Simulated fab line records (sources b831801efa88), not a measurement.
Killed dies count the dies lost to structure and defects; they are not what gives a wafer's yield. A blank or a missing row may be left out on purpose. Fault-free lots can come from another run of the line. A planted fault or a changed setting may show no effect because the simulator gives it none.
Which tool was responsible? || flow sfq line || at 1 step of a route of 325, 13 lots with 39 wafers sampled

WHAT THE GAUGES SHOWED, per wafer
SFQ_I4_OVL_MEAS_928. Usual: I4_OVL 0 nm, standard deviation 4.7.
{"lot": "L406", "measured": "day 50 08:32", "on": "overlay-01", "I4_OVL (nm)": "4 10 7", "flag": ""}
{"lot": "L407", "measured": "day 50 13:21", "on": "overlay-01", "I4_OVL (nm)": "0 1 5", "flag": ""}
{"lot": "L408", "measured": "day 50 15:38", "on": "overlay-02", "I4_OVL (nm)": "-4 -7 -1", "flag": ""}
{"lot": "L410", "measured": "day 52 16:39", "on": "overlay-02", "I4_OVL (nm)": "-5 -4 -2", "flag": ""}
{"lot": "L411", "measured": "day 52 17:52", "on": "overlay-02", "I4_OVL (nm)": "1 0 -1", "flag": ""}
{"lot": "L413", "measured": "day 52 21:26", "on": "overlay-02", "I4_OVL (nm)": "-7 -4 -4", "flag": ""}
{"lot": "L415", "measured": "day 53 08:15", "on": "overlay-02", "I4_OVL (nm)": "-9 -5 0", "flag": ""}
{"lot": "L416", "measured": "day 53 20:24", "on": "overlay-01", "I4_OVL (nm)": "-5 -1 -3", "flag": ""}
{"lot": "L417", "measured": "day 54 03:22", "on": "overlay-01", "I4_OVL (nm)": "-2 -7 -7", "flag": ""}
{"lot": "L418", "measured": "day 54 05:53", "on": "overlay-02", "I4_OVL (nm)": "3 1 1", "flag": ""}
{"lot": "L420", "measured": "day 54 13:59", "on": "overlay-01", "I4_OVL (nm)": "0 2 3", "flag": ""}
{"lot": "L424", "measured": "day 55 06:19", "on": "overlay-02", "I4_OVL (nm)": "3 7 6", "flag": ""}
{"lot": "L428", "measured": "day 56 00:43", "on": "overlay-01", "I4_OVL (nm)": "0 -1 -4", "flag": ""}

WHICH TOOL RAN EACH LOT (tool, then ch and the chambers of the sampled wafers, then the start)
There is no process step in the record ahead of these readings.

WHAT THE TOOLS THEMSELVES READ (means of the sampled wafers that have a number; where no wafer has one, the mark that the record gives instead)
The record holds no such reading with a usual standard deviation.

THE ANSWER, worked out from the rows above alone
Rule: a lot is off if the mean of its wafers that have a number lies more than 3 standard deviations from the usual mean. Also off: a lot with no number at a reading for which 4 or more lots have one. The other lots that the step has rows for count as sound. After the gauges, taken in route order, come the tools' own readings; for these a lot's mean is taken, as printed above. The first step at which some lot is off is used, and at that step the reading that is off furthest; a lot without a number counts as furthest.
No lot is off at any reading shown: from this, nothing can be told.

WHAT HAD BEEN PUT IN BY THE SIMULATOR
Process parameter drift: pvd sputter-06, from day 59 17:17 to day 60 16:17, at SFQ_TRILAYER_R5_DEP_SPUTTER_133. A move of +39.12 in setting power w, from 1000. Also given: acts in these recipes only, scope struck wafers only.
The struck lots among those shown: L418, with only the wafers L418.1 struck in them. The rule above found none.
